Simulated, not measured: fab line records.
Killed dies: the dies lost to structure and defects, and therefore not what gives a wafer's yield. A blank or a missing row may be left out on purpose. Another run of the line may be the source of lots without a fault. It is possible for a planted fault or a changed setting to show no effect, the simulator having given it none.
Which tool is to blame? + flow gf180mcu + 10 lots, 30 wafers sampled, at 6 steps of a route of 602

## WHAT THE GAUGES SHOWED, per wafer
GF_M3_RS_MEAS_05: measurement is done with a four-point probe. Usual: M3_ALCU_RS gives 0.0696 ohm/sq (standard deviation 0.00066).
| lot  | measured     | on            | M3_ALCU_RS (ohm/sq)  | flag |
|------|--------------|---------------|----------------------|------|
| L301 | day 20 22:59 | film_metro-02 | 0.0697 0.0701 0.0708 |      |
| L304 | day 22 04:12 | film_metro-04 | 0.0705 0.0699 0.0707 |      |
| L305 | day 22 18:40 | film_metro-02 | 0.0693 0.0699 0.0696 |      |
| L307 | day 23 08:37 | film_metro-02 | 0.0700 0.0698 0.0701 |      |
| L309 | day 24 02:42 | film_metro-04 | 0.0696 0.0693 0.0698 |      |
| L311 | day 24 21:08 | film_metro-04 | 0.0693 0.0696 0.0693 |      |
| L312 | day 25 10:25 | film_metro-02 | 0.0696 0.0580 0.0582 | OFF  |
| L317 | day 26 21:29 | film_metro-02 | 0.0705 0.0704 0.0701 |      |
| L320 | day 27 12:50 | film_metro-02 | 0.0686 0.0681 0.0689 |      |
| L322 | day 28 01:15 | film_metro-04 | 0.0683 0.0687 0.0688 |      |

GF_M3_THK_MEAS_06: measures by xrf. Usual: M3_ALCU_THK gives 448 nm (standard deviation 4.1).
| lot  | measured     | on            | M3_ALCU_THK (nm) | flag |
|------|--------------|---------------|------------------|------|
| L301 | day 20 23:07 | film_metro-02 | 446 444 439      |      |
| L304 | day 22 04:19 | film_metro-04 | 440 445 442      |      |
| L305 | day 22 18:46 | film_metro-02 | 449 446 449      |      |
| L307 | day 23 08:44 | film_metro-02 | 445 446 443      |      |
| L309 | day 24 02:48 | film_metro-04 | 449 451 446      |      |
| L311 | day 24 21:16 | film_metro-04 | 449 446 449      |      |
| L312 | day 25 10:32 | film_metro-02 | 451 535 536      | OFF  |
| L317 | day 26 21:35 | film_metro-02 | 445 444 446      |      |
| L320 | day 27 12:56 | film_metro-02 | 452 453 449      |      |
| L322 | day 28 01:22 | film_metro-04 | 457 449 450      |      |

## WHICH TOOL RAN EACH LOT (tool, then ch and the chambers of the sampled wafers, then the start)
| lot  | GF_V2_CMP_04                  | GF_V2_ETCH_16                      | GF_M3_SPUTTER_02             | GF_M3_SPUTTER_04             |
|------|-------------------------------|------------------------------------|------------------------------|------------------------------|
| L301 | cmp-01 ch 0,1,3, day 19 20:02 | rie_diel-01 ch 0,1,3, day 20 21:24 | pvd_sputter-03, day 20 22:54 | pvd_sputter-03, day 20 22:57 |
| L304 | cmp-01 ch 2,3, day 21 02:20   | rie_diel-03 ch 0,1,3, day 22 02:38 | pvd_sputter-02, day 22 04:07 | pvd_sputter-02, day 22 04:10 |
| L305 | cmp-01 ch 0,2,3, day 21 18:02 | rie_diel-03 ch 1,2,3, day 22 17:03 | pvd_sputter-02, day 22 18:33 | pvd_sputter-02, day 22 18:36 |
| L307 | cmp-02 ch 0,1,2, day 22 07:35 | rie_diel-01 ch 0,1,3, day 23 06:59 | pvd_sputter-02, day 23 08:32 | pvd_sputter-02, day 23 08:35 |
| L309 | cmp-01 ch 0,1,2, day 23 02:09 | rie_diel-01 ch 0,1,2, day 24 01:05 | pvd_sputter-02, day 24 02:34 | pvd_sputter-02, day 24 02:37 |
| L311 | cmp-01 ch 0,1,2, day 23 20:49 | rie_diel-04 ch 0,3, day 24 19:28   | pvd_sputter-02, day 24 21:03 | pvd_sputter-02, day 24 21:06 |
| L312 | cmp-01 ch 1,2, day 24 10:05   | rie_diel-03 ch 0,3, day 25 08:43   | pvd_sputter-02, day 25 10:19 | pvd_sputter-02, day 25 10:22 |
| L317 | cmp-02 ch 1,3, day 25 22:52   | rie_diel-03 ch 1,3, day 26 19:51   | pvd_sputter-03, day 26 21:22 | pvd_sputter-03, day 26 21:25 |
| L320 | cmp-02 ch 0,1,2, day 26 14:37 | rie_diel-01 ch 1,2,3, day 27 11:13 | pvd_sputter-04, day 27 12:43 | pvd_sputter-04, day 27 12:46 |
| L322 | cmp-02 ch 0,1,3, day 27 02:37 | rie_diel-04 ch 0,1,3, day 27 23:36 | pvd_sputter-04, day 28 01:10 | pvd_sputter-04, day 28 01:13 |
- GF_V2_CMP_04: polishes SiO2.
- GF_V2_ETCH_16: etches BARC in N2/H2.
- GF_M3_SPUTTER_02: material AlCu, target thk 450 nm, time 23.9 s.
- GF_M3_SPUTTER_04: material TiN, target thk 50 nm, time 41.7 s.

## WHAT THE TOOLS THEMSELVES READ (means of the sampled wafers that have a number; where no wafer has one, the mark that the record gives instead)
GF_V2_CMP_04. Usual: motor_current_A 11.8 A, standard deviation 0.84; time_to_endpoint_s 80 s, standard deviation 4.7.
| lot  | tool   | motor_current_A (A) | time_to_endpoint_s (s) | flag |
|------|--------|---------------------|------------------------|------|
| L301 | cmp-01 | 11.1                | 79                     |      |
| L304 | cmp-01 | 11.8                | 75                     |      |
| L305 | cmp-01 | 11.5                | 75                     |      |
| L307 | cmp-02 | 13.0                | 86                     |      |
| L309 | cmp-01 | 11.3                | 86                     |      |
| L311 | cmp-01 | 11.8                | 80                     |      |
| L312 | cmp-01 | 11.6                | 81                     |      |
| L317 | cmp-02 | 12.5                | 81                     |      |
| L320 | cmp-02 | 12.5                | 76                     |      |
| L322 | cmp-02 | 12.1                | 75                     |      |

GF_V2_ETCH_16. Usual: bias_w 99.98 W, standard deviation 0.29; drypump_motor_current_A 5.5 A, standard deviation 0.48; oes_product_au 0.855 a.u., standard deviation 0.0051; throttle_valve_pct 13.225 %, standard deviation 0.0079.
| lot  | tool        | bias_w (W) | drypump_motor_current_A (A) | oes_product_au (a.u.) | throttle_valve_pct (%) | flag |
|------|-------------|------------|-----------------------------|-----------------------|------------------------|------|
| L301 | rie_diel-01 | 99.88      | 5.2                         | 0.852                 | 13.225                 |      |
| L304 | rie_diel-03 | 100.05     | 5.8                         | 0.850                 | 13.235                 |      |
| L305 | rie_diel-03 | 100.17     | 5.8                         | 0.855                 | 13.229                 |      |
| L307 | rie_diel-01 | 100.04     | 5.2                         | 0.857                 | 13.228                 |      |
| L309 | rie_diel-01 | 99.78      | 5.1                         | 0.851                 | 13.234                 |      |
| L311 | rie_diel-04 | 99.66      | 6.0                         | 0.854                 | 13.226                 |      |
| L312 | rie_diel-03 | 99.90      | 5.9                         | 0.850                 | 13.222                 |      |
| L317 | rie_diel-03 | 99.97      | 5.9                         | 0.851                 | 13.223                 |      |
| L320 | rie_diel-01 | 100.00     | 4.9                         | 0.852                 | 13.220                 |      |
| L322 | rie_diel-04 | 99.81      | 5.8                         | 0.861                 | 13.222                 |      |

GF_M3_SPUTTER_02. Usual: cathode_dc_power_W 10600 W, standard deviation 1.9; throttle_valve_pct 30.4 %, standard deviation 0.79.
| lot  | tool           | cathode_dc_power_W (W) | throttle_valve_pct (%) | flag |
|------|----------------|------------------------|------------------------|------|
| L301 | pvd_sputter-03 | 10599                  | 30.6                   |      |
| L304 | pvd_sputter-02 | 10600                  | 30.1                   |      |
| L305 | pvd_sputter-02 | 10600                  | 30.3                   |      |
| L307 | pvd_sputter-02 | 10601                  | 31.6                   |      |
| L309 | pvd_sputter-02 | 10600                  | 30.5                   |      |
| L311 | pvd_sputter-02 | 10599                  | 30.1                   |      |
| L312 | pvd_sputter-02 | 12009                  | 31.1                   | OFF  |
| L317 | pvd_sputter-03 | 10599                  | 30.5                   |      |
| L320 | pvd_sputter-04 | 10600                  | 29.9                   |      |
| L322 | pvd_sputter-04 | 10598                  | 29.6                   |      |

GF_M3_SPUTTER_04. Usual: cathode_dc_power_W 6499.9 W, standard deviation 1.2; throttle_valve_pct 30.4 %, standard deviation 0.81.
| lot  | tool           | cathode_dc_power_W (W) | throttle_valve_pct (%) | flag |
|------|----------------|------------------------|------------------------|------|
| L301 | pvd_sputter-03 | 6499.7                 | 30.6                   |      |
| L304 | pvd_sputter-02 | 6499.5                 | 29.9                   |      |
| L305 | pvd_sputter-02 | 6499.9                 | 30.3                   |      |
| L307 | pvd_sputter-02 | 6500.0                 | 31.4                   |      |
| L309 | pvd_sputter-02 | 6500.3                 | 30.4                   |      |
| L311 | pvd_sputter-02 | 6499.8                 | 30.3                   |      |
| L312 | pvd_sputter-02 | 6499.0                 | 31.0                   |      |
| L317 | pvd_sputter-03 | 6501.4                 | 30.6                   |      |
| L320 | pvd_sputter-04 | 6499.3                 | 29.9                   |      |
| L322 | pvd_sputter-04 | 6499.1                 | 29.6                   |      |

## THE ANSWER, worked out from the rows above alone
Rule: lot off if the mean of its wafers having a number is beyond 3 standard deviations from the usual mean. Also off: a lot with no number at a reading for which 4 or more lots have one. Where the step has rows for the other lots, those lots are counted as sound. The gauges are gone through in route order, then the tools' own readings, and for those a lot's mean is taken as printed above. At the first step where some lot is off, the reading lying furthest off is the one used; lots without a number count as furthest.
Off: L312, seen at GF_M3_RS_MEAS_05 (M3_ALCU_RS).
A tool fits if, at a process step before that reading, it ran every lot that is off, and no sound lot after the first of them. The gauges at GF_M3_RS_MEAS_05 aren't tried: what is off there is off at GF_M3_SPUTTER_02 too, on other tools, and a gauge's error can't cause that. This does not decide it: 2 tools fit, namely cmp-01 at GF_V2_CMP_04 and pvd_sputter-02 at GF_M3_SPUTTER_02 and GF_M3_SPUTTER_04.

## WHAT THE SIMULATOR HAD INSERTED
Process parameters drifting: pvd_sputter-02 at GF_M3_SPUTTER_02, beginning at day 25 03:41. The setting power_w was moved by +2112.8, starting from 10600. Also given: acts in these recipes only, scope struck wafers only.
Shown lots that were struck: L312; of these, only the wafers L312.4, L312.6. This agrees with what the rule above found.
